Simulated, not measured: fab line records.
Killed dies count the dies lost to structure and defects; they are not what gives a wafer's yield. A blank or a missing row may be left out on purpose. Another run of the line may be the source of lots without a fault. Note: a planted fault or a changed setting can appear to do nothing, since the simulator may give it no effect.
fab line records ; flow sky130
record: lots: 6; wafers: 18; lastDay: 50
route steps=708 shown VIA2@509
lots untouched by any fault: they come from a run of this same line in which no faults occurred
startH: the number of hours between the record's first day and the start of the first shown wafer of the lot ; waitH: hours since the lot's step before ; " identical to the entry in the row above ; L1.1+2: one row covering several wafers at once ; - no value present, or no start provided ; * or withheld: withheld ; < > ~ a bound
route shown NAME@n: NAME is a module with steps in the file, n the number in the route of the first one ; usual: mean/standard deviation of fault-free wafers ; same: alike in all rows ; chamber/n: place in a boat ; sites: readings site by site ; _std_site: their standard deviation ; _edge_site: mean of outer sites minus mean of inner sites ; radiusMm: how far each site lies from the wafer's centre ; mask NAME#n: copy n ; behind: the most recent tool/chamber to have shaped the wafer ; hold: the reason the lot was held/the length of the hold in hours/how it ended ; device: names the non-switching transistor (n, p or np) ; end of line: tests run on the same wafers once the route is complete ; a step given without rows: its recipe and nothing more ; killed: dies that structure and defects cost at the first sort, which is not the same as the wafer's yield ; map: a wafer's dies, x killed, . not, _ none there
set.NAME: the setting that was run; set.NAME@STEP: the one run at that earlier step ; model.NAME: the simulator's own value behind a step, which no gauge read
lots seen at some steps along the route; tables by step, rows by wafer
services: a tool's chamber out of use, with start hour (startH, from the record's first day; less than 0 if before it), hours out, and reason
== steps ==
step: SKY_VIA2_CMP_02
recipe: material: SiO2; downForcePsi: 4; platenRpm: 60; padVelocityMS: 0.94248
usual: motorCurrentA: 11.3/1.2
lot.wafer;tool;chamber;startH;waitH;motorCurrentA
L240.3;cmp-02;0;819.37;0.1;13.0
L240.1;cmp-02;1;819.37;0.1;14.0
L240.6;cmp-02;2;819.37;0.1;9.9
L244.2;cmp-02;3;865.26;0.0;9.9
L244.1;cmp-02;1;865.26;0.0;12.8
L244.3;cmp-02;2;865.26;0.0;11.2
L256.2;cmp-01;0;940.86;0.1;11.2
L256.3;cmp-01;1;940.86;0.1;12.0
L256.6;cmp-01;0;940.86;0.1;11.8
L257.1;cmp-01;3;947.77;0.1;11.0
L257.4;cmp-01;0;947.77;0.1;12.0
L257.5;cmp-01;1;947.77;0.1;11.8
L260.3;cmp-02;0;971.51;0.0;12.9
L260.2;cmp-02;3;971.51;0.0;9.6
L260.5;cmp-02;0;971.51;0.0;12.7
L263.3;cmp-01;2;988.15;0.0;10.6
L263.2;cmp-01;3;988.15;0.0;10.8
L263.1;cmp-01;1;988.15;0.0;10.9
step: SKY_VIA2_BOW_MEAS_03
recipe: mode: bow
usual: VIA2_BOW: 85/6.7
lot.wafer;tool;chamber;startH;waitH;VIA2_BOW[um]
L240.1;filmMetro-01;-;819.57;0.1;84
L240.3;filmMetro-01;-;819.57;0.1;86
L240.6;filmMetro-01;-;819.57;0.1;84
L244.1;filmMetro-04;-;865.56;0.1;92
L244.2;filmMetro-04;-;865.56;0.1;82
L244.3;filmMetro-04;-;865.56;0.1;92
L256.2;filmMetro-02;-;941.13;0.2;88
L256.3;filmMetro-02;-;941.13;0.2;82
L256.6;filmMetro-02;-;941.13;0.2;78
L257.1;filmMetro-01;-;947.97;0.1;84
L257.4;filmMetro-01;-;947.97;0.1;85
L257.5;filmMetro-01;-;947.97;0.1;97
L260.2;filmMetro-04;-;971.83;0.1;89
L260.3;filmMetro-04;-;971.83;0.1;88
L260.5;filmMetro-04;-;971.83;0.1;82
L263.1;filmMetro-01;-;988.45;0.1;80
L263.2;filmMetro-01;-;988.45;0.1;84
L263.3;filmMetro-01;-;988.45;0.1;96
step: SKY_VIA2_DEHYDRATE_04
recipe: tempC: 200; timeS: 60
step: SKY_VIA2_HMDS_05
recipe: primeTimeS: 60; primeTempC: 120
step: SKY_VIA2_COAT_06
recipe: resist: BARC; tempC: withheld; timeS: withheld; spinRpm: 3000; resistThkNm: 60
step: SKY_VIA2_COAT_07
recipe: resist: KrF-thick; spinRpm: 3000; resistThkNm: 450
step: SKY_VIA2_SOFTBAKE_08
recipe: tempC: 100; timeS: 90; resist: KrF-thick
step: SKY_VIA2_EXPOSE_09
recipe: maskId: VIM2; na: 0.8; sourceShape: annular; sigmaInner: 0.55; sigmaOuter: 0.85; targetCdNm: 200; doseMj: 38
step: SKY_VIA2_PEB_10
recipe: pebTempC: withheld; pebTimeS: withheld; resist: KrF-thick
step: SKY_VIA2_DEVELOP_11
recipe: developTimeS: 60; resist: KrF-thick; devTempC: 21
step: SKY_VIA2_CD_MEAS_12
recipe: targetCdNm: 200
usual: cdNm: 200.1/1.4
lot.wafer;tool;chamber;startH;waitH;cdNm
L240.1;cdSem-01;-;845.51;-;198.6
L240.3;cdSem-01;-;845.51;-;198.2
L240.6;cdSem-01;-;845.51;-;197.5
L244.1;cdSem-02;-;891.66;-;199.5
L244.2;cdSem-02;-;891.66;-;199.6
L244.3;cdSem-02;-;891.66;-;198.5
L256.2;cdSem-02;-;965.88;-;202.4
L256.3;cdSem-02;-;965.88;-;203.7
L256.6;cdSem-02;-;965.88;-;203.3
L257.1;cdSem-01;-;973.00;-;198.7
L257.4;cdSem-01;-;973.00;-;199.1
L257.5;cdSem-01;-;973.00;-;199.7
L260.2;cdSem-01;-;995.73;-;201.1
L260.3;cdSem-01;-;995.73;-;202.2
L260.5;cdSem-01;-;995.73;-;200.4
L263.1;cdSem-02;-;1011.80;-;201.6
L263.2;cdSem-02;-;1011.80;-;202.2
L263.3;cdSem-02;-;1011.80;-;200.4
step: SKY_VIA2_OVL_MEAS_13
usual: VIA2_OVL: -2/4.9
lot.wafer;tool;chamber;startH;waitH;VIA2_OVL[nm]
L240.1;overlay-01;-;845.63;0.1;-5
L240.3;overlay-01;-;845.63;0.1;-12
L240.6;overlay-01;-;845.63;0.1;-2
L244.1;overlay-01;-;891.78;0.1;-5
L244.2;overlay-01;-;891.78;0.1;1
L244.3;overlay-01;-;891.78;0.1;-4
L256.2;overlay-02;-;965.98;0.1;1
L256.3;overlay-02;-;965.98;0.1;-6
L256.6;overlay-02;-;965.98;0.1;0
L257.1;overlay-02;-;973.12;0.1;8
L257.4;overlay-02;-;973.12;0.1;-1
L257.5;overlay-02;-;973.12;0.1;5
L260.2;overlay-01;-;995.83;0.1;-13
L260.3;overlay-01;-;995.83;0.1;-4
L260.5;overlay-01;-;995.83;0.1;-8
L263.1;overlay-01;-;1011.92;0.1;2
L263.2;overlay-01;-;1011.92;0.1;-3
L263.3;overlay-01;-;1011.92;0.1;7
step: SKY_VIA2_ETCH_14
recipe: chemistry: N2/H2; target: BARC; ionEnergyEv: 200; sourceW: 500; biasW: 100; pressureMtorr: 30; n2FlowSccm: 100; h2FlowSccm: 200; stopOn: SiO2; timeS: 45.9; targetDepthA: 600
usual: drypumpMotorCurrentA: 5.9/0.48; oesProductAu: 0.855/0.0051; runLengthS: 74.2/0.5; throttleValvePct: 13.225/0.0099
lot.wafer;tool;chamber;startH;waitH;drypumpMotorCurrentA;oesProductAu;rfHoursCounterH;runLengthS;throttleValvePct;model.KrF-thick_of_VIA2_COAT_07.thkNm
L240.1;rieDiel-01;1;845.66;0.0;5.5;0.849;1;73.9;13.235;391.8
L240.3;rieDiel-01;2;845.66;0.0;6.2;0.862;4;73.9;13.225;393
L240.6;rieDiel-01;0;845.66;0.0;5.7;0.857;-;74.9;13.218;392.2
L244.1;rieDiel-03;2;891.81;0.0;6.7;0.855;11;74.9;13.219;392.1
L244.2;rieDiel-03;3;891.81;0.0;6.1;0.854;3;74.2;13.230;392.3
L244.3;rieDiel-03;1;891.81;0.0;5.0;0.853;24;74.4;13.217;392.3
L256.2;rieDiel-03;1;966.01;0.0;4.9;0.987;27;68.1;13.226;395.3
L256.3;rieDiel-03;2;966.01;0.0;6.6;0.859;14;75.0;13.246;390.9
L256.6;rieDiel-03;0;966.01;0.0;5.9;0.855;-;73.6;13.218;390.9
L257.1;rieDiel-03;3;973.16;0.0;6.2;0.857;5;74.7;13.217;395.8
L257.4;rieDiel-03;1;973.16;0.0;5.0;0.993;27;67.7;13.255;401.8
L257.5;rieDiel-03;3;973.16;0.0;6.2;0.847;-;74.4;13.213;396.1
L260.2;rieDiel-02;3;995.86;0.0;6.0;0.856;14;74.1;13.243;391.5
L260.3;rieDiel-02;0;995.86;0.0;5.9;0.850;12;73.1;13.229;394.4
L260.5;rieDiel-02;3;995.86;0.0;6.0;0.861;-;73.9;13.224;393.2
L263.1;rieDiel-01;1;1011.96;0.0;5.6;0.866;5;74.1;13.217;394.1
L263.2;rieDiel-01;3;1011.96;0.0;6.4;0.860;15;74.0;13.221;395
L263.3;rieDiel-01;2;1011.96;0.0;6.2;0.856;9;74.5;13.214;395.8
step: SKY_VIA2_ETCH_15
recipe: target: SiO2; chemistry: C4F8/O2/Ar; targetDepthNm: 546; stopOn: TiN; maskMaterial: KrF-thick; sourceW: 1500; biasW: 1200; pressureMtorr: 40; c4f8FlowSccm: withheld; O2_flow_sccm: 6; Ar_flow_sccm: 300; timeS: 84
usual: oesProductAu: 0.939/0.0052; runLengthS: 112.3/0.5
lot.wafer;tool;chamber;startH;waitH;oesProductAu;rfHoursCounterH;runLengthS;model.KrF-thick_of_VIA2_COAT_07.thkNm
L240.1;rieDiel-01;1;845.70;0.0;0.936;1;112.0;281.5
L240.3;rieDiel-01;2;845.70;0.0;0.938;4;112.1;284.3
L240.6;rieDiel-01;0;845.70;0.0;0.936;-;113.0;281
L244.1;rieDiel-03;2;891.86;0.0;0.939;11;112.9;281.2
L244.2;rieDiel-03;3;891.86;0.0;0.944;3;112.1;286
L244.3;rieDiel-03;1;891.86;0.0;0.943;24;112.7;280.9
L256.2;rieDiel-03;1;966.06;0.0;0.947;27;112.7;285.8
L256.3;rieDiel-03;2;966.06;0.0;0.932;14;112.9;282
L256.6;rieDiel-03;0;966.06;0.0;0.936;-;111.7;283.2
L257.1;rieDiel-03;3;973.20;0.0;0.934;6;112.5;287.5
L257.4;rieDiel-03;1;973.20;0.0;0.940;27;112.1;290.4
L257.5;rieDiel-03;3;973.20;0.0;0.942;-;112.9;288.3
L260.2;rieDiel-02;3;995.91;0.0;0.935;14;111.9;283
L260.3;rieDiel-02;0;995.91;0.0;0.945;12;111.8;286.9
L260.5;rieDiel-02;3;995.91;0.0;0.930;-;111.8;284.7
L263.1;rieDiel-01;1;1012.00;0.0;0.938;5;112.2;285.2
L263.2;rieDiel-01;3;1012.00;0.0;0.938;15;112.2;286.4
L263.3;rieDiel-01;2;1012.00;0.0;0.938;9;112.1;284.4
step: SKY_VIA2_STRIP_16
recipe: chemistry: O2/N2; powerW: 1400; pressureMtorr: 1500; platenTempC: withheld; o2FlowSccm: 3000; n2FlowSccm: 300; overashFraction: 0.5
usual: drypumpMotorCurrentA: 5.8/0.39; oesProductAu: 0.399/0.0046; stripTimeToEndpointS: 4.058/0.025
lot.wafer;tool;chamber;startH;waitH;drypumpMotorCurrentA;oesProductAu;rfHoursCounterH;stripTimeToEndpointS
L240.1;plasmaAsher-03;0;845.77;0.0;5.2;0.401;10;4.022
L240.3;plasmaAsher-03;1;845.77;0.0;6.0;0.395;-;4.051
L240.6;plasmaAsher-03;0;845.77;0.0;5.1;0.396;-;4.030
L244.1;plasmaAsher-03;1;891.92;0.0;6.0;0.397;15;4.038
L244.2;plasmaAsher-03;0;891.92;0.0;5.2;0.401;15;4.064
L244.3;plasmaAsher-03;0;891.92;0.0;5.2;0.391;-;4.025
L256.2;plasmaAsher-01;0;966.12;0.0;6.3;0.395;114;4.090
L256.3;plasmaAsher-01;1;966.12;0.0;5.5;0.400;-;4.045
L256.6;plasmaAsher-01;0;966.12;0.0;6.3;0.394;-;4.051
L257.1;plasmaAsher-04;1;973.26;0.0;5.9;0.411;54;4.095
L257.4;plasmaAsher-04;1;973.26;0.0;5.9;0.412;-;4.125
L257.5;plasmaAsher-04;1;973.26;0.0;5.9;0.402;-;4.114
L260.2;plasmaAsher-01;0;995.97;0.0;6.4;0.401;117;4.072
L260.3;plasmaAsher-01;1;995.97;0.0;5.6;0.402;-;4.096
L260.5;plasmaAsher-01;0;995.97;0.0;6.4;0.399;-;4.063
L263.1;plasmaAsher-04;1;1012.06;0.0;5.9;0.397;58;4.071
L263.2;plasmaAsher-04;0;1012.06;0.0;5.6;0.402;58;4.083
L263.3;plasmaAsher-04;1;1012.06;0.0;5.9;0.398;-;4.075
== services ==
tool;chamber;startH;hours;kind
cmp-01;-;826.16;7.2;pm
plasmaAsher-04;-;830.09;0.3;repair
rieDiel-02;1;868.69;4.5;repair
rieDiel-01;1;879.58;9.8;repair
rieDiel-02;-;892.52;16.9;repair
cmp-02;-;897.99;7.2;pm
rieDiel-01;3;901.83;6.0;repair
rieDiel-01;3;911.02;10.0;repair
cmp-02;-;912.15;2.3;repair
cmp-02;-;914.48;4.0;pm
cmp-02;-;918.48;-;consumableReplace:conditioner
cmp-02;-;918.48;-;consumableReplace:pad
cmp-01;-;928.09;1.7;repair
rieDiel-01;-;929.86;0.6;repair
plasmaAsher-03;-;933.84;14.6;pm
plasmaAsher-04;-;951.30;2.8;pm
rieDiel-03;3;965.62;7.4;repair
cmp-02;-;967.55;2.0;repair
rieDiel-01;1;970.35;2.5;repair
cmp-01;-;976.78;0.6;repair
plasmaAsher-04;-;981.75;1.3;repair
plasmaAsher-03;-;985.53;1.4;repair
rieDiel-01;0;1004.77;5.9;repair
cmp-01;-;1010.08;5.2;pm
== key ==
firstSign: step: SKY_VIA2_ETCH_14; reading: oesProductAu; direction: up; sigmas: 26; usual: 0.855; struck: 0.990
effect: step: SKY_VIA2_ETCH_14; reading: runLengthS; direction: down; sigmas: 13; usual: *; struck: *
modelEffect: step: SKY_VIA2_ETCH_14; value: KrF-thick_of_VIA2_COAT_07.thkNm; without: 392.2; struck: 398.5
modelEffect: step: SKY_VIA2_ETCH_15; value: KrF-thick_of_VIA2_COAT_07.thkNm; without: 281.8; struck: 288.1
metAt SKY_VIA2_ETCH_14
struckWafers L256.2,L257.4
sortLeftOut L256.2,L257.4
onsetBetween 891.81 966.01
fault: kind: processParameterDrift; tool: rieDiel-03; chamber: 1; onsetH: 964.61; steps: SKY_VIA2_ETCH_14; channel: timeS; offset: *; shape: step; endH: 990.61; actsIn: *; stated: *
sortLeftOut: the simulated sort isn't trusted on such a fault, so these wafers' sort isn't shown, and their yield isn't known
